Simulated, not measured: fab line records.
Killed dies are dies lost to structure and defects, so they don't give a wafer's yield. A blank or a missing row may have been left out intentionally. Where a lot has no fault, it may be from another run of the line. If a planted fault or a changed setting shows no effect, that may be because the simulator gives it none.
Code-filled problem report in 8D (eight disciplines) form | flow sky130 | the parts of the form that need people (team, actions taken, sign-off) are left out

1. WHAT IS WRONG
LDD_P_TW at SKY_LDD_P_TW_MEAS_11 reads a mean of 578 on 6 wafers of 2 lots; wafers without a fault read 637 with a standard deviation of 5.6. Relative to the usual mean, that is a shift of -11 standard deviations.
Seen first at day 24 06:36 on film-metro-02, wafer L598.3. The record holds 36 wafers of 12 lots with a number at this step. By rule, "out" or "out of limits" means more than 4 standard deviations away from the usual mean. Any other wafer with a number is counted as sound.

2. WHAT IT IS, AND WHAT IT ISN'T
question                    | is                     | is not
which readings at this step | LDD_P_TW               | -
which lots                  | L598, L600             | L584, L585, L586, L587, L588, L601, L602, L603, L605, L606
which wafers of those lots  | all that have a number | -
read on which gauges        | film-metro-02          | film-metro-01, film-metro-03
when                        | from day 24 06:36      | up to then (15 sound wafers); but 15 sound wafers of L601, L602, L603, L605, L606 came after

3. THE SUSPECTS, EACH WITH WHAT RULES IT OUT
Counting: any tool at a process step up to the reading is kept as a suspect provided that every lot that is out went through it and no sound lot did after the first of them.
- the gauge at SKY_LDD_P_TW_MEAS_11 is ruled out. All the wafers that are out were read on film-metro-02, but those of them that SKY_LDD_P_IMPLANT_09 has rows for are out there too, on other tools.
- implanter-04 at SKY_LDD_P_IMPLANT_09: kept. All lots that are out passed through it, beginning with L598 at day 24 06:23, and no sound lot followed; its final sound lot before that point was L588 at day 21 11:31. Its own readings are out on those wafers: dose-ions-cm2, faraday-current-uA.
Remaining after the count: implanter-04 at SKY_LDD_P_IMPLANT_09.

4. THE CAUSE (what the simulator had put in)
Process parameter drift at SKY_LDD_P_IMPLANT_09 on implanter-04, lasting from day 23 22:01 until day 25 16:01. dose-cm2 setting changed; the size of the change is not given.
Counting left only this tool.

5. SEQUENCE OF EFFECTS, ordered by route
One row per reading whose mean, taken over the struck wafers that have a number, lies over 3 standard deviations from the usual. Readings are gone through only where the record gives a usual standard deviation; hours: the median, over the lots, of the time from a lot's start at the first step in this table giving one to that lot's start at this step; sigmas: the change measured in usual standard deviations.
hours | step                 | reading            | usual      | on struck wafers | change      | sigmas
0     | SKY_LDD_P_IMPLANT_09 | dose-ions-cm2      | 1.0002e+13 | 7.2988e+12       | -2.7032e+12 | -99 or more
0     | SKY_LDD_P_IMPLANT_09 | faraday-current-uA | 56.4       | 41.1             | -15.3       | -15
0     | SKY_LDD_P_TW_MEAS_11 | LDD_P_TW           | 637        | 578              | -59         | -11
Process steps it contains:
- SKY_LDD_P_IMPLANT_09

6. HOW IT WOULD HAVE BEEN CAUGHT EARLIER
9 hours passed between the start of the fault at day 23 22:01 and the first reading out of limits at a measuring or inspecting step in this record, taken at day 24 06:36.
Tool's own readings at SKY_LDD_P_IMPLANT_09, dose-ions-cm2, faraday-current-uA: out on all struck wafers the step has rows for; an alarm limit on them would have tripped on the first.
L600, from the lots that are out (2), started SKY_LDD_P_IMPLANT_09 on implanter-04 later than day 24 06:36. A tool hold placed at that time would have kept it from harm.
